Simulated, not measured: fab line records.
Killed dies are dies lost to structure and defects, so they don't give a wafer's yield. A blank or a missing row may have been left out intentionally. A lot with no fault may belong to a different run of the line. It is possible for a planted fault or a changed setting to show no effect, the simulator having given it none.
A lot that was struck, set against a sound lot || flow gf180mcu || 17 steps out of a route of 602
Sound: these wafers, L780.2, L780.5, L780.6. Struck: wafer L793.3 (left out: L793.1, L793.6 of the same lot, which were not struck); the cause appears at the end.
At each step with rows: each side's tool, then ch and its chambers, then its first start. Under that, the readings that differ: sound wafers || struck wafers || difference of the means || sigmas: that difference in standard deviations of wafers without a fault.
alike: words and numbers the same on both sides, and readings whose means are apart by under 2 such deviations; not compared: readings that were withheld, readings missing a value for some wafer, numbers with overlapping values and no deviation given by the record, and bounds like >300 which may hide the same value.
The two part at a step that has a row with sigmas, a row that says differs or no value, or rows on one side only. Numbers that don't overlap but have no deviation are shown without sigmas and don't part them. Lack of a reading on every wafer of one side parts them only where that side has two or more wafers.

first, 4 steps without rows for these wafers: GF_M1_SOFTBAKE_10 (time 60 s); GF_M1_EXPOSE_11 (exposes mask Metal1, target cd 230 nm); GF_M1_PEB_12 (peb time 90 s); GF_M1_DEVELOP_13 (develop time 60 s).
GF_M1_CD_MEAS_14: target cd 230 nm.
  sound on cd-sem-01, day 18 04:20; struck on cd-sem-02, day 22 23:55
  alike: cd-nm
GF_M1_OVL_MEAS_15:
  sound on overlay-02, day 18 04:27; struck on overlay-01, day 23 00:02
  alike: M1_OVL
GF_M1_METAL_ETCH_16: etches the open film in Cl2/BCl3, stops on SiO2, target depth 750.8 nm, time 125.1 s.
  sound on rie-metal-01 ch 0,1, day 18 04:29; struck on rie-metal-01 ch 0, day 23 00:05
  alike: drypump-motor-current-A, mfc-cl2-sccm, oes-product-au, throttle-valve-pct
  not compared: rf-hours-counter-h
GF_M1_STRIP_17: strips in O2/N2.
  sound on plasma-asher-02 ch 0,1, day 18 04:37; struck on plasma-asher-03 ch 1, day 23 00:13
  alike: drypump-motor-current-A, heater-power-w, oes-product-au, strip-time-to-endpoint-s
  not compared: rf-hours-counter-h
then, 3 steps without rows for these wafers: GF_M1_STRIP_18 (strips in post etch residue remover, time 1200 s); GF_M1_CLEAN_19 (cleans in DIW); GF_V1_CVD_00 (deposits SiO2, target thk 600 nm, time 100 s).
GF_V1_THK_MEAS_01:
  sound on film-metro-03, day 18 05:16; struck on film-metro-03, day 23 00:49
{"reading": "V1_CVD_00_THK (nm)", "sound": "600 592 605", "struck": 610, "difference": "+11", "sigmas": "+2"}
GF_V1_CVD_02: deposits SiO2 from TEOS, target thk 850 nm, time 94.851 s.
  sound on pecvd-03 ch 0,1,2, day 18 05:19; struck on pecvd-01 ch 0, day 23 00:52
{"reading": "run-length-s (s)", "sound": "122.1 123.6 122.0", "struck": 129.4, "difference": "+6.8", "sigmas": "+11"}
{"reading": "model.SiO2_of_V1_CVD_02.thk-nm (nm)", "sound": "848.9 855.2 852.5", "struck": 900.3, "difference": "+48.1", "sigmas": ""}
  alike: heater-power-w
  not compared: since-wet-clean-h
GF_V1_THK_MEAS_03:
  sound on film-metro-01, day 18 05:23; struck on film-metro-03, day 23 00:56
{"reading": "V1_CVD_02_THK (nm)", "sound": "848 856 853", "struck": 900, "difference": "+48", "sigmas": "+4"}
GF_V1_CMP_04: polishes SiO2.
  sound on cmp-01 ch 2,3, day 18 05:29; struck on cmp-01 ch 1, day 23 01:00
{"reading": "time-to-endpoint-s (s)", "sound": "79 81 83", "struck": 102, "difference": "+21", "sigmas": "+4"}
  alike: motor-current-A, platen-rpm
GF_V1_BOW_MEAS_05:
  sound on film-metro-02, day 18 05:46; struck on film-metro-01, day 23 01:18
  alike: V1_BOW
next, for these wafers, 1 step has no rows: GF_PASSIVATION_PROBE_99.

## WHERE THEY PART
Earliest at GF_V1_THK_MEAS_01; latest, in this record, at GF_V1_CMP_04. Later steps at which nothing parts them and some readings are alike: GF_V1_BOW_MEAS_05.

WHY: whatever the simulator had introduced
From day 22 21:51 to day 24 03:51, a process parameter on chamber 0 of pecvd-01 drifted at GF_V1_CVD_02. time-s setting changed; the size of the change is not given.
